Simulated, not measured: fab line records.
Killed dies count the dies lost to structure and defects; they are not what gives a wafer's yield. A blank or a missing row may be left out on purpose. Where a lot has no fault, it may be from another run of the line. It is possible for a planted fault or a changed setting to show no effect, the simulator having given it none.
The tool behind it: which one? ; flow gf180mcu ; 6 lots with 18 wafers sampled at 3 steps, on a route of 602 steps

## WHAT THE GAUGES SHOWED, per wafer
GF_PSD_RS_MEAS_14: uses a four-point probe to measure.
lot;measured;on;NSD_RS (ohm/sq)
L357;day 15 17:16;filmMetro-02;46.14 46.24 46.20
L360;day 16 13:10;filmMetro-01;46.01 46.12 46.11
L362;day 17 11:24;filmMetro-02;44.92 44.83 44.92
L370;day 20 09:52;filmMetro-01;46.04 46.07 46.08
L373;day 21 06:49;filmMetro-02;46.12 46.16 46.11
L376;day 22 07:07;filmMetro-02;46.12 46.11 46.12

## TOOL THAT RAN EACH LOT (tool first, then ch and the chambers of the sampled wafers, then the start)
lot;GF_NSD_IMPLANT_09;GF_NSD_STRIP_11
L357;implanter-03 ch 0, day 14 19:09;plasmaAsher-03 ch 0, day 14 19:26
L360;implanter-03 ch 0, day 15 14:40;plasmaAsher-04 ch 0,1, day 15 14:56
L362;implanter-01 ch 0, day 16 12:30;plasmaAsher-01 ch 0,1, day 16 12:48
L370;implanter-02 ch 0, day 19 09:39;plasmaAsher-03 ch 0,1, day 19 09:55
L373;implanter-03 ch 0, day 20 05:52;plasmaAsher-04 ch 0,1, day 20 06:10
L376;implanter-03 ch 0, day 21 05:58;plasmaAsher-03 ch 0,1, day 21 06:13
- GF_NSD_IMPLANT_09
- GF_NSD_STRIP_11: strips in O2/N2.

## THE ANSWER, worked out from the rows above alone
Rule: usual is defined by the lots themselves. The widest of any qualifying gaps counts: lots, ordered by their means at a reading, are off when they make up no more than a third of the lots, leave a main group of 4 or more, and stand apart from it by 3 or more times the standard deviation of that group's means. Not used: any main group whose means are identical at the precision the tables above print for the reading. Also off: a lot with no number at a reading for which 4 or more lots have one. All remaining lots with rows at the step are treated as sound.
Off: at GF_PSD_RS_MEAS_14 (NSD_RS), L362. The main group: mean 46.12 ohm/sq, standard deviation 0.045.
A tool fits if, at a process step before that reading, it ran every lot that is off, and no sound lot after the first of them. Gauges at GF_PSD_RS_MEAS_14: tried the same way as those tools. Can't be told from this: 2 tools fit, implanter-01 at GF_NSD_IMPLANT_09, plasmaAsher-01 at GF_NSD_STRIP_11.

## WHAT THE SIMULATOR HAD INSERTED
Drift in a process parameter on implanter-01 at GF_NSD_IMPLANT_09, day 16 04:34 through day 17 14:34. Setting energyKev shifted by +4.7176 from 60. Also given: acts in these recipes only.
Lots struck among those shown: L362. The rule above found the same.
